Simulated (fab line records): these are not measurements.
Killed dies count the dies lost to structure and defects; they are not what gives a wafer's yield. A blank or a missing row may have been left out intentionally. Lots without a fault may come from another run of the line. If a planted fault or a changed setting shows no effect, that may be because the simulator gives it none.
fab line records	flow gf180mcu
record: lots: 6	wafers: 16	last-day: 34
route steps=602 shown M3@421 V3@429 M4@456
lots with no fault: from the same line, run without faults
start-h: hours from the record's first day to the start of the lot's first wafer shown	wait-h: hours from the lot's prior step to this one	" as in the row above	L1.1+2: a single row standing in for several wafers	- either no value or no given start	* or withheld: withheld	< > ~ a bound
route shown NAME@n: a module of which the file shows steps, and the number in the route of the first	usual: the fault-free wafers' mean and standard deviation	same: alike in all rows	chamber/n: place in a boat	sites: each site's reading	_std_site: how widely they spread, as a standard deviation	_edge_site: the outer-site mean with the inner-site mean subtracted	radius-mm: how far each site lies from the wafer's centre	mask NAME#n: copy n	behind: the most recent tool/chamber to have shaped the wafer	hold: why the lot went on hold/how many hours it stayed there/how the hold came to an end	device: whichever transistor did not switch (one of n, p or np)	end of line: at the end of the route, the tests of the same wafers	for a step that has no rows: nothing shown but its recipe	killed: not the wafer's yield, but the dies lost to structure and defects at the first sort	map: a wafer's dies, marking killed ones x, the rest . and places with no die _
set.NAME: the setting as run; set.NAME@STEP: as run at that earlier step	model.NAME: the simulator's own value behind a step, which no gauge read
lots at selected steps of the route; one table per step, one row per wafer
services: a tool's chamber out of use, with start hour (start-h, from the record's first day; less than 0 if before it), hours out, and reason
== steps ==
step: GF_M3_PEB_12
recipe: peb-temp-c: 135	peb-time-s: 90	resist: KrF
step: GF_M3_DEVELOP_13
recipe: develop-time-s: 60	dev-temp-c: 21
step: GF_M3_CD_MEAS_14
recipe: target-cd-nm: 280
usual: cd-nm: 280.2/1.3
lot.wafer	tool	chamber	start-h	wait-h	cd-nm
L567.2	cd-sem-02	-	568.84	0.1	278.6
L567.3	"	-	"	"	278.1
L567.5	"	-	"	"	279.1
L569.1	cd-sem-02	-	580.89	0.1	280.5
L569.5	"	-	"	"	278.0
L569.6	"	-	"	"	280.3
L570.2	cd-sem-01	-	587.61	0.1	282.4
L570.3	"	-	"	"	281.4
L570.6	"	-	"	"	282.7
L578.3	cd-sem-01	-	654.95	0.1	278.5
L578.5	"	-	"	"	279.5
L579.2	cd-sem-02	-	661.10	0.1	280.5
L579.3	"	-	"	"	279.5
L581.1	cd-sem-01	-	671.51	0.1	278.6
L581.4	"	-	"	"	278.9
L581.5	"	-	"	"	278.7
step: GF_M3_OVL_MEAS_15
usual: M3_OVL: 1/6.4
lot.wafer	tool	chamber	start-h	wait-h	M3_OVL[nm]
L567.2	overlay-02	-	568.94	0.1	-7
L567.3	"	-	"	"	-5
L567.5	"	-	"	"	5
L569.1	overlay-02	-	581.01	0.1	2
L569.5	"	-	"	"	6
L569.6	"	-	"	"	7
L570.2	overlay-01	-	587.71	0.1	-13
L570.3	"	-	"	"	0
L570.6	"	-	"	"	-3
L578.3	overlay-01	-	655.05	0.1	-4
L578.5	"	-	"	"	-3
L579.2	overlay-01	-	661.20	0.1	4
L579.3	"	-	"	"	2
L581.1	overlay-01	-	671.63	0.1	-1
L581.4	"	-	"	"	-5
L581.5	"	-	"	"	-2
step: GF_M3_METAL_ETCH_16
recipe: chemistry: Cl2/BCl3	mask-material: KrF	target-depth-nm: 750.8	stop-on: SiO2	pressure-mtorr: 8	icp-w: 800	bias-w: 140	Cl2_flow_sccm: 80	bcl3-flow-sccm: 40	time-s: 125.1
usual: bcl3-flow-sccm: 40.00/0.11	drypump-motor-current-A: 5.60/0.25	oes-product-au: 0.989/0.0056	rf-fwd-power-W: 795.8/2.8	throttle-valve-pct: 28.230/0.0095
same: time-s: 125.1
lot.wafer	tool	chamber	start-h	wait-h	bcl3-flow-sccm	drypump-motor-current-A	oes-product-au	rf-fwd-power-W	rf-hours-counter-h	throttle-valve-pct
L567.2	rie-metal-02	0	568.97	0.0	39.89	5.88	0.985	795.4	4	28.226
L567.3	"	1	"	"	40.09	5.91	0.989	791.7	-	28.220
L567.5	"	1	"	"	40.03	5.89	0.989	792.2	-	28.229
L569.1	rie-metal-03	1	581.04	0.0	40.16	5.68	0.982	797.1	7	28.228
L569.5	"	1	"	"	40.06	5.66	0.987	792.3	-	28.231
L569.6	"	0	"	"	39.89	5.40	0.992	795.4	-	28.216
L570.2	rie-metal-02	0	587.74	0.0	40.10	5.88	0.982	794.6	5	28.235
L570.3	"	0	"	"	39.97	5.87	0.983	789.8	-	28.244
L570.6	"	0	"	"	39.98	5.88	0.986	794.5	-	28.253
L578.3	rie-metal-03	1	655.11	0.1	40.01	5.64	0.992	796.9	-	28.220
L578.5	"	1	"	"	39.91	5.67	0.987	795.9	-	28.234
L579.2	rie-metal-02	1	661.23	0.0	39.97	5.90	0.991	796.7	15	28.234
L579.3	"	0	"	"	40.10	5.87	0.984	795.3	-	28.234
L581.1	rie-metal-02	0	671.67	0.0	40.21	5.89	0.992	794.8	9	28.215
L581.4	"	0	"	"	40.19	5.91	0.986	795.3	-	28.236
L581.5	"	0	"	"	40.18	5.90	0.993	791.2	-	28.227
step: GF_M3_STRIP_17
recipe: chemistry: O2/N2	power-w: 1400	pressure-mtorr: 1500	platen-temp-c: 250	o2-flow-sccm: 3000	n2-flow-sccm: 300	overash-fraction: 0.5
step: GF_M3_STRIP_18
recipe: chemistry: post-etch-residue-remover	time-s: 1200	temp-c: 72.5
step: GF_M3_CLEAN_19
recipe: chemistry: DIW	dry: n2-spin
step: GF_V3_CVD_00
recipe: material: SiO2	target-thk-nm: 600	sigma-open-frac: 0.3	temp-c: 400	time-s: 100	sih4-flow-sccm: 60	pressure-mtorr: 6
step: GF_V3_THK_MEAS_01
recipe: reads: SiO2_of_V3_CVD_00
usual: V3_CVD_00_THK: 600/4.8
lot.wafer	tool	chamber	start-h	wait-h	V3_CVD_00_THK[nm]
L567.2	film-metro-03	-	569.75	0.0	607
L567.3	"	-	"	"	603
L567.5	"	-	"	"	598
L569.1	film-metro-02	-	581.84	0.0	606
L569.5	"	-	"	"	603
L569.6	"	-	"	"	603
L570.2	film-metro-01	-	588.49	0.0	601
L570.3	"	-	"	"	610
L570.6	"	-	"	"	605
L578.3	film-metro-01	-	655.83	0.1	598
L578.5	"	-	"	"	601
L579.2	film-metro-02	-	661.98	0.0	609
L579.3	"	-	"	"	605
L581.1	film-metro-01	-	672.53	0.0	602
L581.4	"	-	"	"	592
L581.5	"	-	"	"	600
step: GF_V3_CVD_02
recipe: material: SiO2	target-thk-nm: 850	precursor: TEOS	temp-c: 400	time-s: 94.851	rf-w: 600
usual: heater-power-w: 667/160	rf-fwd-power-W: 595.7/1.9
same: time-s: 94.851
lot.wafer	tool	chamber	start-h	wait-h	heater-power-w	rf-fwd-power-W	since-wet-clean-h
L567.2	pecvd-01	0	569.80	0.0	589	597.3	603
L567.3	"	1	"	"	795	596.3	603
L567.5	"	2	"	"	421	597.4	-
L569.1	pecvd-02	0	581.90	0.1	476	596.4	407
L569.5	"	2	"	"	593	593.2	-
L569.6	"	0	"	"	530	595.7	-
L570.2	pecvd-03	0	588.54	0.0	800	594.4	206
L570.3	"	2	"	"	702	594.7	206
L570.6	"	0	"	"	841	597.5	-
L578.3	pecvd-03	1	655.87	0.0	928	599.7	273
L578.5	"	1	"	"	961	597.7	-
L579.2	pecvd-01	1	662.03	0.0	756	597.7	696
L579.3	"	2	"	"	403	595.7	696
L581.1	pecvd-03	0	672.59	0.1	730	593.1	290
L581.4	"	1	"	"	783	596.7	-
L581.5	"	2	"	"	766	592.8	-
step: GF_V3_THK_MEAS_03
recipe: reads: SiO2_of_V3_CVD_02
usual: V3_CVD_02_THK: 846/11
lot.wafer	tool	chamber	start-h	wait-h	V3_CVD_02_THK[nm]
L567.2	film-metro-03	-	569.88	0.0	831
L567.3	"	-	"	"	834
L567.5	"	-	"	"	853
L569.1	film-metro-01	-	581.97	0.0	833
L569.5	"	-	"	"	849
L569.6	"	-	"	"	855
L570.2	film-metro-03	-	588.62	0.0	823
L570.3	"	-	"	"	834
L570.6	"	-	"	"	834
L578.3	film-metro-02	-	655.96	0.1	832
L578.5	"	-	"	"	839
L579.2	film-metro-01	-	662.11	0.0	846
L579.3	"	-	"	"	835
L581.1	film-metro-02	-	672.66	0.0	816
L581.4	"	-	"	"	840
L581.5	"	-	"	"	832
step: GF_V3_CMP_04
recipe: material: SiO2	down-force-psi: 4	platen-rpm: 60	pad-velocity-m-s: 0.94248
usual: motor-current-A: 11.6/1.4	slurry-filter-dp-kPa: 13.47/0.14	time-to-endpoint-s: 79/5.4
lot.wafer	tool	chamber	start-h	wait-h	motor-current-A	slurry-filter-dp-kPa	time-to-endpoint-s	model.SiO2_of_V3_CVD_02.thk-nm
L567.3	cmp-02	1	569.93	0.0	9.3	13.47	74	632.9
L567.2	"	2	"	"	10.5	13.63	72	632.5
L567.5	"	1	"	"	9.3	13.13	81	632.9
L569.1	cmp-01	0	582.08	0.1	11.2	13.44	73	632.4
L569.5	"	3	"	"	13.3	13.37	78	634.1
L569.6	"	0	"	"	11.2	13.31	82	633.9
L570.2	cmp-02	3	588.67	0.0	10.9	13.49	70	632.4
L570.3	"	2	"	"	10.6	13.55	71	632.4
L570.6	"	0	"	"	13.5	13.41	74	631.9
L578.3	cmp-01	3	656.15	0.2	14.0	13.47	76	633.7
L578.5	"	1	"	"	11.7	13.45	54	696.1
L579.2	cmp-01	2	662.21	0.1	12.7	13.25	59	695.9
L579.3	"	0	"	"	10.8	13.29	79	632
L581.4	cmp-02	2	672.77	0.1	11.2	13.39	73	631.4
L581.1	"	0	"	"	12.7	13.25	64	631.3
L581.5	"	2	"	"	11.3	13.55	72	632.4
step: GF_V3_BOW_MEAS_05
recipe: mode: bow
usual: V3_BOW: 119/7.5
lot.wafer	tool	chamber	start-h	wait-h	V3_BOW[um]
L567.2	film-metro-01	-	570.25	0.2	104
L567.3	"	-	"	"	113
L567.5	"	-	"	"	121
L569.1	film-metro-03	-	582.33	0.2	122
L569.5	"	-	"	"	126
L569.6	"	-	"	"	120
L570.2	film-metro-02	-	588.99	0.3	113
L570.3	"	-	"	"	118
L570.6	"	-	"	"	121
L578.3	film-metro-02	-	656.34	0.1	109
L578.5	"	-	"	"	128
L579.2	film-metro-03	-	662.48	0.2	120
L579.3	"	-	"	"	116
L581.1	film-metro-01	-	673.02	0.1	120
L581.4	"	-	"	"	125
L581.5	"	-	"	"	119
step: GF_V3_DEHYDRATE_06
recipe: temp-c: 200	time-s: 60
step: GF_V3_HMDS_07
recipe: prime-time-s: 60	prime-temp-c: 120
step: GF_V3_COAT_08
recipe: resist: BARC	temp-c: withheld	time-s: withheld	spin-rpm: withheld	resist-thk-nm: withheld
step: GF_V3_COAT_09
recipe: resist: KrF	spin-rpm: withheld	resist-thk-nm: 1000
step: GF_V3_SOFTBAKE_10
recipe: temp-c: 130	time-s: 60	resist: KrF
step: GF_V3_EXPOSE_11
recipe: mask-id: Via3	target-cd-nm: 260	na: 0.68	source-shape: conventional	sigma-outer: 0.6	dose-mj: 38
step: GF_V3_PEB_12
recipe: peb-temp-c: 135	peb-time-s: 90	resist: KrF
step: GF_V3_DEVELOP_13
recipe: develop-time-s: 60	resist: KrF	dev-temp-c: 21
step: GF_V3_CD_MEAS_14
recipe: target-cd-nm: 260
usual: cd-nm: 259.7/1.3
lot.wafer	tool	chamber	start-h	wait-h	cd-nm
L567.2	cd-sem-02	-	591.53	0.1	258.8
L567.3	"	-	"	"	258.8
L567.5	"	-	"	"	258.8
L569.1	cd-sem-01	-	603.51	0.1	257.8
L569.5	"	-	"	"	259.0
L569.6	"	-	"	"	257.0
L570.2	cd-sem-01	-	609.63	0.1	260.5
L570.3	"	-	"	"	261.9
L570.6	"	-	"	"	261.7
L578.3	cd-sem-01	-	675.53	0.1	260.0
L578.5	"	-	"	"	259.1
L579.2	cd-sem-02	-	681.68	0.1	259.9
L579.3	"	-	"	"	260.5
L581.1	cd-sem-01	-	691.31	0.1	260.8
L581.4	"	-	"	"	260.1
L581.5	"	-	"	"	261.0
step: GF_V3_OVL_MEAS_15
usual: V3_OVL: 2/5.7
lot.wafer	tool	chamber	start-h	wait-h	V3_OVL[nm]
L567.2	overlay-02	-	591.64	0.1	9
L567.3	"	-	"	"	4
L567.5	"	-	"	"	8
L569.1	overlay-02	-	603.63	0.1	1
L569.5	"	-	"	"	12
L569.6	"	-	"	"	2
L570.2	overlay-01	-	609.74	0.1	5
L570.3	"	-	"	"	-1
L570.6	"	-	"	"	12
L578.3	overlay-02	-	675.62	0.1	-8
L578.5	"	-	"	"	-8
L579.2	overlay-02	-	681.78	0.1	1
L579.3	"	-	"	"	5
L581.1	overlay-02	-	691.43	0.1	-1
L581.4	"	-	"	"	2
L581.5	"	-	"	"	1
step: GF_V3_ETCH_16
recipe: chemistry: N2/H2	target-depth-a: withheld	overetch-a: withheld	time-s: withheld	target: BARC	ion-energy-ev: 200	source-w: 500	bias-w: 100	pressure-mtorr: 30	n2-flow-sccm: 100	h2-flow-sccm: 200
step: GF_V3_ETCH_17
recipe: chemistry: C4F8/O2/Ar	mask-material: KrF	target: SiO2	stop-on: TiN	source-w: 1500	bias-w: 1200	pressure-mtorr: 40	c4f8-flow-sccm: withheld	O2_flow_sccm: 6	Ar_flow_sccm: 300	time-s: withheld	target-depth-a: 6350
usual: oes-product-au: 0.856/0.0039	rf-fwd-power-W: 1493/5.1
lot.wafer	tool	chamber	start-h	wait-h	oes-product-au	rf-fwd-power-W	model.V3.feature-depth-nm	model.etch.depth-nm
L567.2	rie-diel-02	2	-	-	0.854	1490	632.5	632.5
L567.3	"	0	"	"	0.853	1495	632.9	632.9
L567.5	"	0	"	"	0.858	1497	632.9	632.9
L569.1	rie-diel-02	1	-	-	0.856	1497	632.4	632.4
L569.5	"	1	"	"	0.858	1494	634.1	634.1
L569.6	"	0	"	"	0.852	1500	633.9	633.9
L570.2	rie-diel-01	0	-	-	0.859	1492	632.4	632.4
L570.3	"	1	"	"	0.852	1490	632.4	632.4
L570.6	"	2	"	"	0.860	1490	631.9	631.9
L578.3	rie-diel-04	1	-	-	0.853	1494	633.7	633.7
L578.5	"	3	"	"	0.897	1496	696.1	696.1
L579.2	rie-diel-01	1	-	-	0.903	1495	695.9	695.9
L579.3	"	3	"	"	0.857	1506	632	632
L581.1	rie-diel-04	0	-	-	0.853	1488	631.3	631.3
L581.4	"	0	"	"	0.854	1485	631.4	631.4
L581.5	"	3	"	"	0.861	1495	632.4	632.4
step: GF_V3_STRIP_18
recipe: chemistry: O2/N2	power-w: 1400	pressure-mtorr: 1500	platen-temp-c: 250	o2-flow-sccm: 3000	n2-flow-sccm: 300	overash-fraction: 0.5
usual: drypump-motor-current-A: 5.7/0.5	heater-power-w: 296/13	oes-product-au: 0.592/0.0048
same: overash-fraction: 0.5
lot.wafer	tool	chamber	start-h	wait-h	drypump-motor-current-A	heater-power-w	oes-product-au	rf-hours-counter-h
L567.2	plasma-asher-01	0	591.79	-	5.5	272	0.605	17
L567.3	"	1	"	"	4.9	289	0.592	-
L567.5	"	0	"	"	5.5	273	0.584	-
L569.1	plasma-asher-04	1	603.79	-	5.4	296	0.592	76
L569.5	"	0	"	"	6.5	305	0.592	-
L569.6	"	1	"	"	5.4	283	0.591	-
L570.2	plasma-asher-04	0	609.89	-	6.5	304	0.598	77
L570.3	"	0	"	"	6.5	297	0.596	-
L570.6	"	1	"	"	5.4	288	0.592	-
L578.3	plasma-asher-02	1	675.81	-	5.5	301	0.585	-
L578.5	"	0	"	"	6.2	318	0.590	-
L579.2	plasma-asher-04	1	681.94	-	5.4	287	0.588	84
L579.3	"	0	"	"	6.5	301	0.588	-
L581.1	plasma-asher-02	1	691.59	-	5.5	300	0.597	60
L581.4	"	0	"	"	6.2	319	0.599	-
L581.5	"	1	"	"	5.5	302	0.598	-
step: GF_V3_STRIP_19
recipe: chemistry: post-etch-residue-remover	time-s: 1200	temp-c: 72.5
step: GF_V3_CLEAN_20
recipe: chemistry: DIW	dry: n2-spin
step: GF_V3_SPUTTER_21
recipe: material: Ti	target-thk-nm: 15	chamber-pressure-pa: 5	power-w: 2500	substrate-temp-c: 200	time-s: 80.02
usual: throttle-valve-pct: 29.8/1
same: time-s: 80.02
lot.wafer	tool	chamber	start-h	wait-h	throttle-valve-pct
L567.2	pvd-sputter-04	-	592.33	0.0	28.9
L567.3	"	-	"	"	28.9
L567.5	"	-	"	"	29.1
L569.1	pvd-sputter-03	-	604.34	0.0	29.6
L569.5	"	-	"	"	30.7
L569.6	"	-	"	"	29.2
L570.2	pvd-sputter-04	-	610.44	0.0	28.9
L570.3	"	-	"	"	28.9
L570.6	"	-	"	"	31.4
L578.3	pvd-sputter-02	-	676.31	0.0	28.6
L578.5	"	-	"	"	28.8
L579.2	pvd-sputter-02	-	682.48	0.0	31.4
L579.3	"	-	"	"	28.6
L581.1	pvd-sputter-03	-	692.17	0.0	30.6
L581.4	"	-	"	"	30.7
L581.5	"	-	"	"	28.8
step: GF_V3_SPUTTER_22
recipe: material: TiN	target-thk-nm: 10	chamber-pressure-pa: 5	power-w: 4000	time-s: 40
step: GF_V3_CVD_23
recipe: material: W	target-thk-nm: 350	time-s: 104.9	temp-c: 400	pressure-torr: 40
step: GF_V3_RS_MEAS_24
recipe: thk-meas-gauge: four-point-probe	reads: W_of_V3_CVD_23+TiN_of_V3_SPUTTER_22+Ti_of_V3_SPUTTER_21
usual: V3_W_RS: 0.326/0.0071
lot.wafer	tool	chamber	start-h	wait-h	V3_W_RS[ohm/sq]
L567.2	film-metro-02	-	592.56	0.1	0.327
L567.3	"	-	"	"	0.331
L567.5	"	-	"	"	0.324
L569.1	film-metro-01	-	604.55	0.1	0.335
L569.5	"	-	"	"	0.331
L569.6	"	-	"	"	0.331
L570.2	film-metro-03	-	610.67	0.1	0.331
L570.3	"	-	"	"	0.318
L570.6	"	-	"	"	0.317
L578.3	film-metro-01	-	676.56	0.1	0.325
L578.5	"	-	"	"	0.326
L579.2	film-metro-01	-	682.71	0.1	0.334
L579.3	"	-	"	"	0.337
L581.1	film-metro-03	-	692.38	0.1	0.334
L581.4	"	-	"	"	0.334
L581.5	"	-	"	"	0.336
step: GF_V3_THK_MEAS_25
recipe: thk-meas-gauge: xrf	reads: W_of_V3_CVD_23
usual: V3_W_THK: 356/9.3
lot.wafer	tool	chamber	start-h	wait-h	V3_W_THK[nm]
L567.2	film-metro-02	-	592.67	0.1	360
L567.3	"	-	"	"	354
L567.5	"	-	"	"	361
L569.1	film-metro-01	-	604.67	0.1	345
L569.5	"	-	"	"	349
L569.6	"	-	"	"	348
L570.2	film-metro-03	-	610.78	0.1	354
L570.3	"	-	"	"	369
L570.6	"	-	"	"	368
L578.3	film-metro-01	-	676.66	0.1	355
L578.5	"	-	"	"	353
L579.2	film-metro-01	-	682.82	0.1	344
L579.3	"	-	"	"	342
L581.1	film-metro-03	-	692.50	0.1	353
L581.4	"	-	"	"	354
L581.5	"	-	"	"	351
step: GF_V3_CMP_26
recipe: stop-on: SiO2	down-force-psi: 3.5	platen-rpm: 60	t-overpolish-s: 15	target-thk-nm: 0	pad-velocity-m-s: 0.94248
usual: motor-current-A: 10.8/1.2	slurry-filter-dp-kPa: 13.51/0.13
lot.wafer	tool	chamber	start-h	wait-h	motor-current-A	slurry-filter-dp-kPa	model.SiO2_of_V3_CVD_02.thk-nm
L567.3	cmp-01	2	592.72	0.0	11.0	13.60	629.1
L567.2	"	1	"	"	11.2	13.60	628.7
L567.5	"	2	"	"	11.7	13.51	629.1
L569.1	cmp-01	2	604.78	0.1	11.5	13.35	628.6
L569.5	"	1	"	"	11.3	13.50	630.3
L569.6	"	2	"	"	10.9	13.22	630.1
L570.3	cmp-02	0	610.88	0.1	10.7	13.56	628.6
L570.2	"	2	"	"	10.5	13.38	628.6
L570.6	"	0	"	"	11.6	13.41	628.1
L578.3	cmp-02	1	676.75	0.1	8.4	13.36	629.9
L578.5	"	1	"	"	8.4	13.70	692.3
L579.3	cmp-02	2	682.87	0.0	10.2	13.56	628.2
L579.2	"	3	"	"	10.1	13.32	692.1
L581.1	cmp-02	2	692.56	0.1	9.8	13.54	627.5
L581.4	"	0	"	"	11.7	13.54	627.6
L581.5	"	3	"	"	9.8	13.25	628.6
step: GF_M4_SPUTTER_00
recipe: material: Ti	target-thk-nm: 37.5	arriving-ion-energy-ev: 80	substrate-temp-c: 200	chamber-pressure-pa: 2	power-w: 4000	time-s: 150
usual: throttle-valve-pct: 29.9/1
same: time-s: 150
lot.wafer	tool	chamber	start-h	wait-h	throttle-valve-pct
L567.2	pvd-sputter-04	-	593.02	0.1	31.4
L567.3	"	-	"	"	29.8
L567.5	"	-	"	"	29.2
L569.1	pvd-sputter-04	-	605.03	0.2	28.9
L569.5	"	-	"	"	28.8
L569.6	"	-	"	"	31.1
L570.2	pvd-sputter-01	-	611.13	0.1	28.4
L570.3	"	-	"	"	31.3
L570.6	"	-	"	"	31.4
L578.3	pvd-sputter-03	-	677.00	0.2	28.8
L578.5	"	-	"	"	31.4
L579.2	pvd-sputter-01	-	683.17	0.2	30.0
L579.3	"	-	"	"	31.6
L581.1	pvd-sputter-03	-	692.86	0.2	28.9
L581.4	"	-	"	"	30.8
L581.5	"	-	"	"	29.0
== services ==
tool	chamber	start-h	hours	kind
pvd-sputter-04	-	556.05	2.8	repair
rie-diel-02	0	556.39	5.3	repair
pvd-sputter-03	-	570.37	10.8	repair
cmp-02	-	572.25	4.0	pm
pecvd-01	-	576.49	1.8	repair
rie-diel-04	-	584.99	1.5	repair
cmp-02	-	590.29	1.5	repair
pecvd-01	0	590.83	5.3	repair
pvd-sputter-01	-	594.80	1.5	repair
pvd-sputter-04	-	595.08	6.9	repair
cmp-01	-	597.85	6.1	pm
plasma-asher-02	-	602.35	11.4	repair
rie-diel-02	3	620.33	8.1	repair
cmp-02	-	620.96	1.1	repair
cmp-01	-	635.94	0.5	repair
pecvd-03	2	637.08	15.2	repair
pvd-sputter-04	-	652.13	1.0	repair
rie-diel-02	2	652.52	7.8	repair
cmp-02	-	655.86	0.8	repair
rie-diel-02	-	659.01	0.4	repair
rie-metal-02	1	667.17	4.8	repair
plasma-asher-04	-	674.04	7.8	repair
pecvd-03	-	679.91	1.2	repair
plasma-asher-04	-	685.46	3.2	repair
== key ==
first-sign: step: GF_V3_CMP_04	reading: time-to-endpoint-s	direction: down	sigmas: 4	usual: *	struck: *
effect: step: GF_V3_ETCH_17	reading: oes-product-au	direction: up	sigmas: 11	usual: 0.856	struck: 0.900
model-effect: step: GF_V3_CMP_04	value: SiO2_of_V3_CVD_02.thk-nm	without: 632.8	struck: 696
model-effect: step: GF_V3_ETCH_17	value: V3.feature-depth-nm	without: 632.8	struck: 696
model-effect: step: GF_V3_CMP_26	value: SiO2_of_V3_CVD_02.thk-nm	without: 629	struck: 692.2
met-at GF_V3_CMP_04
struck-wafers L578.5,L579.2
sort-left-out L579.2
onset-between 582.08 656.15
fault: kind: process-parameter-drift	tool: cmp-01	chamber: -	onset-h: 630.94	steps: GF_V3_CMP_04	channel: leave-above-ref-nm	offset: 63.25	shape: step	end-h: 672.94	scope: struck-wafers-only	acts-in: these-recipes-only	stated: 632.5
sort-left-out: the simulated sort isn't trusted on such a fault, so these wafers' sort isn't shown, and their yield isn't known
